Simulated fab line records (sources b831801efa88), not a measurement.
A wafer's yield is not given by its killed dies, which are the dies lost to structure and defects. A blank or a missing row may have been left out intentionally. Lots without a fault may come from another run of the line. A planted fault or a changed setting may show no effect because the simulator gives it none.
fab line records -- flow gf180mcu
record: lots: 5, wafers: 15, last-day: 34
route steps=602 shown V3@438 M4@456
lots that met no fault: from a run of the same line without faults
start-h: hours from the record's opening day to when the first of the lot's shown wafers began -- wait-h: how many hours have passed since the lot's step before this one -- " identical to the entry in the row above -- L1.1+2: a single row standing in for several wafers -- - no value, or no start given -- * or withheld: withheld -- < > ~ a bound
route shown NAME@n: a module of which the file shows steps, and the number in the route of the first -- usual: average and standard deviation across the fault-free wafers -- same: alike in all rows -- chamber/n: place in a boat -- sites: per-site readings -- _std_site: standard deviation across them -- _edge_site: outer sites' mean less inner sites' -- radius-mm: how far each site lies from the wafer's centre -- mask NAME#n: copy n -- behind: the last tool/chamber to shape the wafer -- hold: why the lot was held/for how many hours/how that ended -- device: names the non-switching transistor (n, p or np) -- end of line: tests of these same wafers at the route's end -- step lacking rows: just its recipe -- killed: the dies lost at the first sort to structure and to defects; this is not the yield of the wafer -- map: the dies of a wafer, with x for killed, . for not killed, _ for no die there
set.NAME: setting as actually run; set.NAME@STEP: the setting as run at that earlier step -- model.NAME: the simulator's own value behind a step, which no gauge read
lots at some steps of the route; a table a step, a row a wafer
services: the hour from which a tool's chamber was out of use, counted from the record's first day as start-h (under 0 if before that day), plus the number of hours and why
== steps ==
step: GF_V3_COAT_09
recipe: resist: KrF, spin-rpm: withheld, resist-thk-nm: 1000
lot.wafer,tool,chamber,start-h,wait-h
L077.1+2+5,litho-track-04,0,-,-
L078.3+5+6,litho-track-04,0,-,-
L090.1+3+5,litho-track-01,0,-,-
L092.2+4+6,litho-track-04,0,-,-
L095.2+4+6,litho-track-01,0,-,-
step: GF_V3_SOFTBAKE_10
recipe: temp-c: 130, time-s: 60, resist: KrF
lot.wafer,tool,chamber,start-h,wait-h
L077.1+2+5,litho-track-04,0,-,-
L078.3+5+6,litho-track-04,0,-,-
L090.1+3+5,litho-track-01,0,-,-
L092.2+4+6,litho-track-04,0,-,-
L095.2+4+6,litho-track-01,0,-,-
step: GF_V3_EXPOSE_11
recipe: mask-id: Via3, target-cd-nm: 260, na: 0.68, source-shape: conventional, sigma-outer: 0.6, dose-mj: 38
usual: exposure-dose-mJ-cm2: 38.00/0.036
lot.wafer,tool,chamber,start-h,wait-h,mask,exposure-dose-mJ-cm2
L077.1,krf-scanner-01,0,-,-,Via3#0,38.06
L077.2,krf-scanner-01,0,-,-,Via3#0,37.99
L077.5,krf-scanner-01,0,-,-,Via3#0,38.01
L078.3,krf-scanner-02,0,-,-,Via3#0,38.00
L078.5,krf-scanner-02,0,-,-,Via3#0,37.94
L078.6,krf-scanner-02,0,-,-,Via3#0,37.97
L090.1,krf-scanner-02,0,-,-,Via3#0,38.00
L090.3,krf-scanner-02,0,-,-,Via3#0,37.97
L090.5,krf-scanner-02,0,-,-,Via3#0,37.97
L092.2,krf-scanner-02,0,-,-,Via3#0,38.06
L092.4,krf-scanner-02,0,-,-,Via3#0,38.08
L092.6,krf-scanner-02,0,-,-,Via3#0,38.04
L095.2,krf-scanner-02,0,-,-,Via3#0,37.98
L095.4,krf-scanner-02,0,-,-,Via3#0,37.93
L095.6,krf-scanner-02,0,-,-,Via3#0,37.92
step: GF_V3_PEB_12
recipe: peb-temp-c: 135, peb-time-s: 90, resist: KrF
same: peb-time-s: 90
lot.wafer,tool,chamber,start-h,wait-h
L077.1+2+5,litho-track-04,0,-,-
L078.3+5+6,litho-track-02,0,-,-
L090.1+3+5,litho-track-02,0,-,-
L092.2+4+6,litho-track-04,0,-,-
L095.2+4+6,litho-track-02,0,-,-
step: GF_V3_DEVELOP_13
recipe: develop-time-s: 60, resist: KrF, dev-temp-c: 21
usual: developer-temp-C: 20.99/0.12
same: develop-time-s: 60
lot.wafer,tool,chamber,start-h,wait-h,developer-temp-C
L077.1,litho-track-04,0,532.82,0.2,20.97
L077.2,litho-track-04,0,532.82,0.2,20.90
L077.5,litho-track-04,0,532.82,0.2,20.93
L078.3,litho-track-02,0,545.60,0.1,20.85
L078.5,litho-track-02,0,545.60,0.1,20.87
L078.6,litho-track-02,0,545.60,0.1,21.03
L090.1,litho-track-02,0,651.34,0.2,21.05
L090.3,litho-track-02,0,651.34,0.2,21.14
L090.5,litho-track-02,0,651.34,0.2,21.11
L092.2,litho-track-04,0,660.29,0.2,21.00
L092.4,litho-track-04,0,660.29,0.2,21.06
L092.6,litho-track-04,0,660.29,0.2,20.85
L095.2,litho-track-02,0,677.42,0.2,20.93
L095.4,litho-track-02,0,677.42,0.2,21.04
L095.6,litho-track-02,0,677.42,0.2,20.99
step: GF_V3_CD_MEAS_14
recipe: target-cd-nm: 260
usual: cd-nm: 260.0/1.3
lot.wafer,tool,chamber,start-h,wait-h,cd-nm
L077.1,cd-sem-01,-,532.97,0.1,261.4
L077.2,cd-sem-01,-,532.97,0.1,260.4
L077.5,cd-sem-01,-,532.97,0.1,260.5
L078.3,cd-sem-02,-,545.74,0.1,261.0
L078.5,cd-sem-02,-,545.74,0.1,261.4
L078.6,cd-sem-02,-,545.74,0.1,260.9
L090.1,cd-sem-01,-,651.49,0.1,259.3
L090.3,cd-sem-01,-,651.49,0.1,259.8
L090.5,cd-sem-01,-,651.49,0.1,259.8
L092.2,cd-sem-02,-,660.44,0.1,261.2
L092.4,cd-sem-02,-,660.44,0.1,261.0
L092.6,cd-sem-02,-,660.44,0.1,260.8
L095.2,cd-sem-01,-,677.56,0.1,262.1
L095.4,cd-sem-01,-,677.56,0.1,260.8
L095.6,cd-sem-01,-,677.56,0.1,261.4
step: GF_V3_OVL_MEAS_15
usual: V3_OVL: 3/5.2
lot.wafer,tool,chamber,start-h,wait-h,V3_OVL[nm]
L077.1,overlay-02,-,533.09,0.1,1
L077.2,overlay-02,-,533.09,0.1,0
L077.5,overlay-02,-,533.09,0.1,3
L078.3,overlay-01,-,545.83,0.1,-1
L078.5,overlay-01,-,545.83,0.1,2
L078.6,overlay-01,-,545.83,0.1,-5
L090.1,overlay-01,-,651.61,0.1,1
L090.3,overlay-01,-,651.61,0.1,1
L090.5,overlay-01,-,651.61,0.1,-1
L092.2,overlay-02,-,660.54,0.1,2
L092.4,overlay-02,-,660.54,0.1,3
L092.6,overlay-02,-,660.54,0.1,9
L095.2,overlay-01,-,677.67,0.1,1
L095.4,overlay-01,-,677.67,0.1,12
L095.6,overlay-01,-,677.67,0.1,7
step: GF_V3_ETCH_16
recipe: chemistry: N2/H2, target-depth-a: withheld, overetch-a: withheld, time-s: withheld, target: BARC, ion-energy-ev: 200, source-w: 500, bias-w: 100, pressure-mtorr: 30, n2-flow-sccm: 100, h2-flow-sccm: 200
usual: drypump-motor-current-A: 5.9/0.48, oes-product-au: 0.854/0.0046, throttle-valve-pct: 13.224/0.0088
lot.wafer,tool,chamber,start-h,wait-h,drypump-motor-current-A,oes-product-au,throttle-valve-pct
L077.1,rie-diel-01,0,533.12,0.0,6.4,0.850,13.221
L077.2,rie-diel-01,1,533.12,0.0,6.5,0.858,13.230
L077.5,rie-diel-01,0,533.12,0.0,6.4,0.864,13.222
L078.3,rie-diel-03,3,545.85,0.0,5.6,0.858,13.228
L078.5,rie-diel-03,3,545.85,0.0,5.6,0.848,13.233
L078.6,rie-diel-03,0,545.85,0.0,5.3,0.857,13.200
L090.1,rie-diel-03,3,651.65,0.0,5.6,0.858,13.230
L090.3,rie-diel-03,1,651.65,0.0,5.5,0.848,13.230
L090.5,rie-diel-03,2,651.65,0.0,6.2,0.850,13.232
L092.2,rie-diel-03,1,660.57,0.0,5.5,0.859,13.198
L092.4,rie-diel-03,0,660.57,0.0,5.2,0.846,13.225
L092.6,rie-diel-03,0,660.57,0.0,5.3,0.858,13.219
L095.2,rie-diel-04,0,677.70,0.0,5.0,0.857,13.216
L095.4,rie-diel-04,2,677.70,0.0,6.1,0.856,13.221
L095.6,rie-diel-04,0,677.70,0.0,5.0,0.846,13.212
step: GF_V3_ETCH_17
recipe: chemistry: C4F8/O2/Ar, mask-material: KrF, target: SiO2, stop-on: TiN, source-w: 1500, bias-w: 1200, pressure-mtorr: 40, c4f8-flow-sccm: withheld, O2_flow_sccm: 6, Ar_flow_sccm: 300, time-s: withheld, target-depth-a: 6350
usual: oes-product-au: 0.856/0.0052
lot.wafer,tool,chamber,start-h,wait-h,oes-product-au
L077.1,rie-diel-01,0,-,-,0.858
L077.2,rie-diel-01,1,-,-,0.858
L077.5,rie-diel-01,0,-,-,0.860
L078.3,rie-diel-03,3,-,-,0.860
L078.5,rie-diel-03,3,-,-,0.851
L078.6,rie-diel-03,0,-,-,0.858
L090.1,rie-diel-03,3,-,-,0.861
L090.3,rie-diel-03,1,-,-,0.858
L090.5,rie-diel-03,2,-,-,0.863
L092.2,rie-diel-03,1,-,-,0.847
L092.4,rie-diel-03,0,-,-,0.859
L092.6,rie-diel-03,0,-,-,0.858
L095.2,rie-diel-04,0,-,-,0.858
L095.4,rie-diel-04,2,-,-,0.860
L095.6,rie-diel-04,0,-,-,0.858
step: GF_V3_STRIP_18
recipe: chemistry: O2/N2, power-w: 1400, pressure-mtorr: 1500, platen-temp-c: 250, o2-flow-sccm: 3000, n2-flow-sccm: 300, overash-fraction: 0.5
usual: drypump-motor-current-A: 6.00/0.25, heater-power-w: 350/22, oes-product-au: 0.593/0.0052
lot.wafer,tool,chamber,start-h,wait-h,drypump-motor-current-A,heater-power-w,oes-product-au,rf-hours-counter-h
L077.1,plasma-asher-01,1,533.25,-,6.29,356,0.588,7
L077.2,plasma-asher-01,0,533.25,-,6.01,368,0.593,7
L077.5,plasma-asher-01,0,533.25,-,6.00,353,0.589,-
L078.3,plasma-asher-03,1,546.01,-,6.26,351,0.600,-
L078.5,plasma-asher-03,0,546.01,-,5.73,356,0.595,-
L078.6,plasma-asher-03,1,546.01,-,6.26,351,0.598,-
L090.1,plasma-asher-02,1,651.78,-,5.63,374,0.590,107
L090.3,plasma-asher-02,0,651.78,-,6.14,307,0.595,-
L090.5,plasma-asher-02,1,651.78,-,5.63,372,0.591,-
L092.2,plasma-asher-03,1,660.70,-,6.25,356,0.597,81
L092.4,plasma-asher-03,1,660.70,-,6.25,339,0.599,-
L092.6,plasma-asher-03,0,660.70,-,5.73,351,0.605,-
L095.2,plasma-asher-03,1,677.83,-,6.31,345,0.596,83
L095.4,plasma-asher-03,0,677.83,-,5.71,369,0.588,-
L095.6,plasma-asher-03,1,677.83,-,6.28,344,0.594,-
step: GF_V3_STRIP_19
recipe: chemistry: post-etch-residue-remover, time-s: 1200, temp-c: 72.5
lot.wafer,tool,chamber,start-h,wait-h
L077.1+2+5,wet-bench-01,3,533.35,0.1
L078.3+5+6,wet-bench-03,0,546.08,0.0
L090.1+3+5,wet-bench-03,2,651.88,0.1
L092.2+4+6,wet-bench-03,3,660.80,0.1
L095.2+4+6,wet-bench-02,1,677.93,0.1
step: GF_V3_CLEAN_20
recipe: chemistry: DIW, dry: n2-spin
lot.wafer,tool,chamber,start-h,wait-h
L077.1+2+5,wet-bench-02,0,533.72,0.0
L078.3+5+6,wet-bench-01,2,546.42,0.0
L090.1+3+5,wet-bench-01,1,652.22,0.0
L092.2+4+6,wet-bench-02,0,661.17,0.0
L095.2+4+6,wet-bench-01,0,678.27,0.0
step: GF_V3_SPUTTER_21
recipe: material: Ti, target-thk-nm: 15, chamber-pressure-pa: 5, power-w: 2500, substrate-temp-c: 200, time-s: 80.02
usual: throttle-valve-pct: 30.4/0.8
lot.wafer,tool,chamber,start-h,wait-h,throttle-valve-pct
L077.1,pvd-sputter-02,-,533.82,0.0,30.8
L077.2,pvd-sputter-02,-,533.82,0.0,30.4
L077.5,pvd-sputter-02,-,533.82,0.0,30.5
L078.3,pvd-sputter-03,-,546.51,0.0,31.5
L078.5,pvd-sputter-03,-,546.51,0.0,31.4
L078.6,pvd-sputter-03,-,546.51,0.0,29.1
L090.1,pvd-sputter-01,-,652.31,0.0,30.1
L090.3,pvd-sputter-01,-,652.31,0.0,30.3
L090.5,pvd-sputter-01,-,652.31,0.0,30.3
L092.2,pvd-sputter-02,-,661.27,0.0,30.7
L092.4,pvd-sputter-02,-,661.27,0.0,30.6
L092.6,pvd-sputter-02,-,661.27,0.0,31.1
L095.2,pvd-sputter-03,-,678.36,0.0,28.7
L095.4,pvd-sputter-03,-,678.36,0.0,29.1
L095.6,pvd-sputter-03,-,678.36,0.0,31.8
step: GF_V3_SPUTTER_22
recipe: material: TiN, target-thk-nm: 10, chamber-pressure-pa: 5, power-w: 4000, time-s: 40
usual: throttle-valve-pct: 30.4/0.77
lot.wafer,tool,chamber,start-h,wait-h,throttle-valve-pct
L077.1,pvd-sputter-02,-,533.88,0.0,30.8
L077.2,pvd-sputter-02,-,533.88,0.0,30.6
L077.5,pvd-sputter-02,-,533.88,0.0,30.4
L078.3,pvd-sputter-03,-,546.57,0.0,31.6
L078.5,pvd-sputter-03,-,546.57,0.0,31.4
L078.6,pvd-sputter-03,-,546.57,0.0,28.9
L090.1,pvd-sputter-01,-,652.37,0.0,30.1
L090.3,pvd-sputter-01,-,652.37,0.0,30.4
L090.5,pvd-sputter-01,-,652.37,0.0,30.3
L092.2,pvd-sputter-02,-,661.33,0.0,30.5
L092.4,pvd-sputter-02,-,661.33,0.0,30.5
L092.6,pvd-sputter-02,-,661.33,0.0,31.5
L095.2,pvd-sputter-03,-,678.42,0.0,28.7
L095.4,pvd-sputter-03,-,678.42,0.0,29.4
L095.6,pvd-sputter-03,-,678.42,0.0,31.4
step: GF_V3_CVD_23
recipe: material: W, target-thk-nm: 350, time-s: 104.9, temp-c: 400, pressure-torr: 40
usual: heater-power-w: 841/44
lot.wafer,tool,chamber,start-h,wait-h,heater-power-w
L077.1,cvd-w-01,0,533.92,0.0,766
L077.2,cvd-w-01,1,533.92,0.0,882
L077.5,cvd-w-01,0,533.92,0.0,756
L078.3,cvd-w-02,0,546.65,0.1,815
L078.5,cvd-w-02,1,546.65,0.1,863
L078.6,cvd-w-02,0,546.65,0.1,820
L090.1,cvd-w-01,0,652.41,0.0,777
L090.3,cvd-w-01,0,652.41,0.0,776
L090.5,cvd-w-01,1,652.41,0.0,873
L092.2,cvd-w-01,0,661.37,0.0,778
L092.4,cvd-w-01,0,661.37,0.0,781
L092.6,cvd-w-01,0,661.37,0.0,791
L095.2,cvd-w-01,1,678.46,0.0,910
L095.4,cvd-w-01,1,678.46,0.0,924
L095.6,cvd-w-01,1,678.46,0.0,914
step: GF_V3_RS_MEAS_24
recipe: thk-meas-gauge: four-point-probe, reads: W_of_V3_CVD_23+TiN_of_V3_SPUTTER_22+Ti_of_V3_SPUTTER_21
usual: V3_W_RS: 0.329/0.0041
lot.wafer,tool,chamber,start-h,wait-h,V3_W_RS[ohm/sq]
L077.1,film-metro-02,-,534.03,0.1,0.332
L077.2,film-metro-02,-,534.03,0.1,0.329
L077.5,film-metro-02,-,534.03,0.1,0.330
L078.3,film-metro-02,-,546.77,0.1,0.325
L078.5,film-metro-02,-,546.77,0.1,0.333
L078.6,film-metro-02,-,546.77,0.1,0.326
L090.1,film-metro-03,-,652.52,0.1,0.332
L090.3,film-metro-03,-,652.52,0.1,0.330
L090.5,film-metro-03,-,652.52,0.1,0.328
L092.2,film-metro-01,-,661.50,0.1,0.329
L092.4,film-metro-01,-,661.50,0.1,0.330
L092.6,film-metro-01,-,661.50,0.1,0.326
L095.2,film-metro-03,-,678.59,0.1,0.328
L095.4,film-metro-03,-,678.59,0.1,0.326
L095.6,film-metro-03,-,678.59,0.1,0.327
step: GF_V3_THK_MEAS_25
recipe: thk-meas-gauge: xrf, reads: W_of_V3_CVD_23
usual: V3_W_THK: 342/5.1
lot.wafer,tool,chamber,start-h,wait-h,V3_W_THK[nm]
L077.1,film-metro-02,-,534.15,0.1,344
L077.2,film-metro-02,-,534.15,0.1,348
L077.5,film-metro-02,-,534.15,0.1,345
L078.3,film-metro-02,-,546.87,0.1,350
L078.5,film-metro-02,-,546.87,0.1,343
L078.6,film-metro-02,-,546.87,0.1,349
L090.1,film-metro-03,-,652.64,0.1,339
L090.3,film-metro-03,-,652.64,0.1,338
L090.5,film-metro-03,-,652.64,0.1,340
L092.2,film-metro-01,-,661.61,0.1,343
L092.4,film-metro-01,-,661.61,0.1,342
L092.6,film-metro-01,-,661.61,0.1,345
L095.2,film-metro-03,-,678.70,0.1,340
L095.4,film-metro-03,-,678.70,0.1,344
L095.6,film-metro-03,-,678.70,0.1,341
step: GF_V3_CMP_26
recipe: stop-on: SiO2, down-force-psi: 3.5, platen-rpm: 60, t-overpolish-s: 15, target-thk-nm: 0, pad-velocity-m-s: 0.94248
usual: motor-current-A: 11.2/0.88, overpolish-run-s: 15.000/0.0092, time-to-endpoint-s: 85/3.9
lot.wafer,tool,chamber,start-h,wait-h,motor-current-A,overpolish-run-s,time-to-endpoint-s
L077.2,cmp-02,1,534.21,0.0,9.3,14.982,82
L077.1,cmp-02,2,534.21,0.0,10.9,14.995,83
L077.5,cmp-02,1,534.21,0.0,9.6,15.001,83
L078.3,cmp-01,1,546.91,0.0,11.2,14.976,84
L078.6,cmp-01,1,546.91,0.0,12.0,14.993,82
L078.5,cmp-01,2,546.91,0.0,11.8,15.004,87
L090.1,cmp-01,0,652.75,0.1,11.9,14.996,85
L090.3,cmp-01,1,652.75,0.1,11.9,15.007,87
L090.5,cmp-01,0,652.75,0.1,11.6,14.992,84
L092.2,cmp-02,2,661.66,0.0,10.7,15.009,80
L092.4,cmp-02,0,661.66,0.0,11.1,15.004,82
L092.6,cmp-02,3,661.66,0.0,10.8,14.990,85
L095.2,cmp-02,1,678.75,0.0,9.5,14.990,81
L095.4,cmp-02,0,678.75,0.0,11.7,15.000,89
L095.6,cmp-02,1,678.75,0.0,9.5,15.016,81
step: GF_M4_SPUTTER_00
recipe: material: Ti, target-thk-nm: 37.5, arriving-ion-energy-ev: 80, substrate-temp-c: 200, chamber-pressure-pa: 2, power-w: 4000, time-s: 150
usual: throttle-valve-pct: 30.2/0.91
lot.wafer,tool,chamber,start-h,wait-h,throttle-valve-pct
L077.1,pvd-sputter-03,-,534.51,0.2,29.1
L077.2,pvd-sputter-03,-,534.51,0.2,28.9
L077.5,pvd-sputter-03,-,534.51,0.2,28.9
L078.3,pvd-sputter-01,-,547.21,0.2,30.4
L078.5,pvd-sputter-01,-,547.21,0.2,31.1
L078.6,pvd-sputter-01,-,547.21,0.2,30.2
L090.1,pvd-sputter-04,-,653.00,0.2,30.4
L090.3,pvd-sputter-04,-,653.00,0.2,29.7
L090.5,pvd-sputter-04,-,653.00,0.2,30.4
L092.2,pvd-sputter-04,-,661.96,0.2,29.3
L092.4,pvd-sputter-04,-,661.96,0.2,30.4
L092.6,pvd-sputter-04,-,661.96,0.2,29.3
L095.2,pvd-sputter-04,-,679.05,0.2,31.7
L095.4,pvd-sputter-04,-,679.05,0.2,30.3
L095.6,pvd-sputter-04,-,679.05,0.2,29.2
step: GF_M4_SPUTTER_01
recipe: material: TiN, target-thk-nm: 30, power-w: 6500, time-s: 25, chamber-pressure-pa: 0.4
usual: throttle-valve-pct: 30.2/0.92
lot.wafer,tool,chamber,start-h,wait-h,throttle-valve-pct
L077.1,pvd-sputter-03,-,534.61,0.1,29.3
L077.2,pvd-sputter-03,-,534.61,0.1,28.9
L077.5,pvd-sputter-03,-,534.61,0.1,29.0
L078.3,pvd-sputter-01,-,547.31,0.1,30.2
L078.5,pvd-sputter-01,-,547.31,0.1,31.1
L078.6,pvd-sputter-01,-,547.31,0.1,30.3
L090.1,pvd-sputter-04,-,653.10,0.1,30.3
L090.3,pvd-sputter-04,-,653.10,0.1,29.4
L090.5,pvd-sputter-04,-,653.10,0.1,30.5
L092.2,pvd-sputter-04,-,662.06,0.1,29.5
L092.4,pvd-sputter-04,-,662.06,0.1,30.0
L092.6,pvd-sputter-04,-,662.06,0.1,29.3
L095.2,pvd-sputter-04,-,679.15,0.1,31.6
L095.4,pvd-sputter-04,-,679.15,0.1,30.1
L095.6,pvd-sputter-04,-,679.15,0.1,29.0
step: GF_M4_SPUTTER_02
recipe: material: AlCu, target-thk-nm: 450, power-w: 10600, time-s: 23.9, chamber-pressure-pa: 0.4
usual: throttle-valve-pct: 30.2/0.93
lot.wafer,tool,chamber,start-h,wait-h,throttle-valve-pct
L077.1,pvd-sputter-03,-,534.64,0.0,29.2
L077.2,pvd-sputter-03,-,534.64,0.0,29.1
L077.5,pvd-sputter-03,-,534.64,0.0,28.9
L078.3,pvd-sputter-01,-,547.34,0.0,30.4
L078.5,pvd-sputter-01,-,547.34,0.0,31.3
L078.6,pvd-sputter-01,-,547.34,0.0,30.0
L090.1,pvd-sputter-04,-,653.14,0.0,30.2
L090.3,pvd-sputter-04,-,653.14,0.0,29.4
L090.5,pvd-sputter-04,-,653.14,0.0,30.4
L092.2,pvd-sputter-04,-,662.09,0.0,29.5
L092.4,pvd-sputter-04,-,662.09,0.0,30.2
L092.6,pvd-sputter-04,-,662.09,0.0,29.3
L095.2,pvd-sputter-04,-,679.19,0.0,31.7
L095.4,pvd-sputter-04,-,679.19,0.0,30.4
L095.6,pvd-sputter-04,-,679.19,0.0,29.3
step: GF_M4_SPUTTER_03
recipe: material: Ti, target-thk-nm: 10, substrate-temp-c: 300, chamber-pressure-pa: 0.3, power-w: 3000, time-s: 6.7
usual: throttle-valve-pct: 30.2/0.93
lot.wafer,tool,chamber,start-h,wait-h,throttle-valve-pct
L077.1,pvd-sputter-03,-,534.67,0.0,29.2
L077.2,pvd-sputter-03,-,534.67,0.0,29.1
L077.5,pvd-sputter-03,-,534.67,0.0,29.0
L078.3,pvd-sputter-01,-,547.37,0.0,30.3
L078.5,pvd-sputter-01,-,547.37,0.0,31.3
L078.6,pvd-sputter-01,-,547.37,0.0,30.4
L090.1,pvd-sputter-04,-,653.17,0.0,30.2
L090.3,pvd-sputter-04,-,653.17,0.0,29.4
L090.5,pvd-sputter-04,-,653.17,0.0,30.4
L092.2,pvd-sputter-04,-,662.12,0.0,29.2
L092.4,pvd-sputter-04,-,662.12,0.0,30.4
L092.6,pvd-sputter-04,-,662.12,0.0,29.4
L095.2,pvd-sputter-04,-,679.22,0.0,31.7
L095.4,pvd-sputter-04,-,679.22,0.0,30.2
L095.6,pvd-sputter-04,-,679.22,0.0,29.4
step: GF_M4_SPUTTER_04
recipe: material: TiN, target-thk-nm: 50, power-w: 6500, time-s: 41.7, chamber-pressure-pa: 0.4
usual: throttle-valve-pct: 30.2/0.92
lot.wafer,tool,chamber,start-h,wait-h,throttle-valve-pct
L077.1,pvd-sputter-03,-,534.69,0.0,29.1
L077.2,pvd-sputter-03,-,534.69,0.0,28.9
L077.5,pvd-sputter-03,-,534.69,0.0,28.8
L078.3,pvd-sputter-01,-,547.39,0.0,30.4
L078.5,pvd-sputter-01,-,547.39,0.0,31.2
L078.6,pvd-sputter-01,-,547.39,0.0,30.2
L090.1,pvd-sputter-04,-,653.19,0.0,30.3
L090.3,pvd-sputter-04,-,653.19,0.0,29.5
L090.5,pvd-sputter-04,-,653.19,0.0,30.3
L092.2,pvd-sputter-04,-,662.14,0.0,29.2
L092.4,pvd-sputter-04,-,662.14,0.0,30.4
L092.6,pvd-sputter-04,-,662.14,0.0,29.4
L095.2,pvd-sputter-04,-,679.24,0.0,31.9
L095.4,pvd-sputter-04,-,679.24,0.0,30.5
L095.6,pvd-sputter-04,-,679.24,0.0,29.2
step: GF_M4_RS_MEAS_05
recipe: thk-meas-gauge: four-point-probe, reads: TiN_of_M4_SPUTTER_04+Ti_of_M4_SPUTTER_03+AlCu_of_M4_SPUTTER_02+TiN_of_M4_SPUTTER_01+Ti_of_M4_SPUTTER_00
usual: M4_ALCU_RS: 0.0693/0.00065
lot.wafer,tool,chamber,start-h,wait-h,M4_ALCU_RS[ohm/sq]
L077.1,film-metro-04,-,534.73,0.0,0.0699
L077.2,film-metro-04,-,534.73,0.0,0.0695
L077.5,film-metro-04,-,534.73,0.0,0.0695
L078.3,film-metro-04,-,547.47,0.1,0.0694
L078.5,film-metro-04,-,547.47,0.1,0.0698
L078.6,film-metro-04,-,547.47,0.1,0.0688
L090.1,film-metro-02,-,653.23,0.0,0.0692
L090.3,film-metro-02,-,653.23,0.0,0.0692
L090.5,film-metro-02,-,653.23,0.0,0.0692
L092.2,film-metro-03,-,662.20,0.0,0.0698
L092.4,film-metro-03,-,662.20,0.0,0.0706
L092.6,film-metro-03,-,662.20,0.0,0.0703
L095.2,film-metro-04,-,679.30,0.0,0.0695
L095.4,film-metro-04,-,679.30,0.0,0.0701
L095.6,film-metro-04,-,679.30,0.0,0.0694
step: GF_M4_THK_MEAS_06
recipe: thk-meas-gauge: xrf, reads: AlCu_of_M4_SPUTTER_02
usual: M4_ALCU_THK: 455/5.6
lot.wafer,tool,chamber,start-h,wait-h,M4_ALCU_THK[nm]
L077.1,film-metro-04,-,534.85,0.1,450
L077.2,film-metro-04,-,534.85,0.1,453
L077.5,film-metro-04,-,534.85,0.1,451
L078.3,film-metro-04,-,547.57,0.1,450
L078.5,film-metro-04,-,547.57,0.1,452
L078.6,film-metro-04,-,547.57,0.1,457
L090.1,film-metro-02,-,653.35,0.1,455
L090.3,film-metro-02,-,653.35,0.1,455
L090.5,film-metro-02,-,653.35,0.1,452
L092.2,film-metro-03,-,662.31,0.1,456
L092.4,film-metro-03,-,662.31,0.1,451
L092.6,film-metro-03,-,662.31,0.1,449
L095.2,film-metro-04,-,679.41,0.1,450
L095.4,film-metro-04,-,679.41,0.1,445
L095.6,film-metro-04,-,679.41,0.1,451
step: GF_M4_DEHYDRATE_07
recipe: temp-c: 200, time-s: 60
lot.wafer,tool,chamber,start-h,wait-h
L077.1+2+5,litho-track-04,0,545.37,10.5
L078.3+5+6,litho-track-01,0,557.85,10.3
L090.1+3+5,litho-track-01,0,662.55,9.2
L092.2+4+6,litho-track-03,0,671.14,8.8
L095.2+4+6,litho-track-03,0,687.69,8.3
step: GF_M4_HMDS_08
recipe: prime-time-s: 60, prime-temp-c: 120
lot.wafer,tool,chamber,start-h,wait-h
L077.1+2+5,litho-track-04,0,545.52,0.1
L078.3+5+6,litho-track-01,0,558.00,0.1
L090.1+3+5,litho-track-01,0,662.70,0.1
L092.2+4+6,litho-track-03,0,671.29,0.1
L095.2+4+6,litho-track-03,0,687.84,0.1
step: GF_M4_COAT_09
recipe: resist: KrF, spin-rpm: withheld, resist-thk-nm: 1000
lot.wafer,tool,chamber,start-h,wait-h
L077.1+2+5,litho-track-04,0,545.67,0.1
L078.3+5+6,litho-track-01,0,558.15,0.1
L090.1+3+5,litho-track-01,0,662.85,0.1
L092.2+4+6,litho-track-03,0,671.44,0.1
L095.2+4+6,litho-track-03,0,687.99,0.1
step: GF_M4_SOFTBAKE_10
recipe: temp-c: 130, time-s: 60, resist: KrF
lot.wafer,tool,chamber,start-h,wait-h
L077.1+2+5,litho-track-04,0,545.82,0.1
L078.3+5+6,litho-track-01,0,558.30,0.1
L090.1+3+5,litho-track-01,0,663.00,0.1
L092.2+4+6,litho-track-03,0,671.59,0.1
L095.2+4+6,litho-track-03,0,688.14,0.1
step: GF_M4_EXPOSE_11
recipe: mask-id: Metal4, target-cd-nm: 280, na: 0.68, source-shape: conventional, sigma-outer: 0.6, dose-mj: 28
usual: exposure-dose-mJ-cm2: 27.986/0.026
lot.wafer,tool,chamber,start-h,wait-h,mask,exposure-dose-mJ-cm2
L077.1,krf-scanner-02,0,-,-,Metal4#0,28.002
L077.2,krf-scanner-02,0,-,-,Metal4#0,28.001
L077.5,krf-scanner-02,0,-,-,Metal4#0,28.001
L078.3,krf-scanner-01,0,-,-,Metal4#0,27.986
L078.5,krf-scanner-01,0,-,-,Metal4#0,28.003
L078.6,krf-scanner-01,0,-,-,Metal4#0,27.991
L090.1,krf-scanner-01,0,-,-,Metal4#0,27.982
L090.3,krf-scanner-01,0,-,-,Metal4#0,27.954
L090.5,krf-scanner-01,0,-,-,Metal4#0,27.961
L092.2,krf-scanner-01,0,-,-,Metal4#0,27.975
L092.4,krf-scanner-01,0,-,-,Metal4#0,27.996
L092.6,krf-scanner-01,0,-,-,Metal4#0,27.963
L095.2,krf-scanner-02,0,-,-,Metal4#0,27.988
L095.4,krf-scanner-02,0,-,-,Metal4#0,27.983
L095.6,krf-scanner-02,0,-,-,Metal4#0,27.983
== services ==
tool,chamber,start-h,hours,kind
wet-bench-03,-,502.26,3.7,repair
krf-scanner-02,-,503.48,3.6,pm
cmp-02,-,504.81,2.2,repair
cvd-w-01,-,508.17,1.1,repair
krf-scanner-01,-,518.12,0.6,repair
pvd-sputter-03,-,555.49,9.7,repair
krf-scanner-02,-,558.72,1.3,pm
krf-scanner-01,-,564.47,1.0,pm
rie-diel-03,1,566.98,5.0,repair
krf-scanner-02,-,584.56,1.0,pm
krf-scanner-01,-,585.58,0.8,pm
cvd-w-01,1,595.90,1.7,repair
pvd-sputter-04,-,597.00,2.8,repair
krf-scanner-01,-,619.18,1.3,pm
cvd-w-01,0,620.63,6.1,repair
cvd-w-01,-,632.11,1.1,repair
krf-scanner-01,-,632.84,4.0,pm
krf-scanner-02,-,639.27,1.2,repair
wet-bench-01,-,659.57,4.4,pm
krf-scanner-02,-,665.89,0.8,pm
rie-diel-03,-,669.88,0.4,repair
rie-diel-03,1,675.54,14.9,repair
pvd-sputter-03,-,685.73,1.3,repair
rie-diel-03,3,687.83,8.4,repair
== key ==
fault none
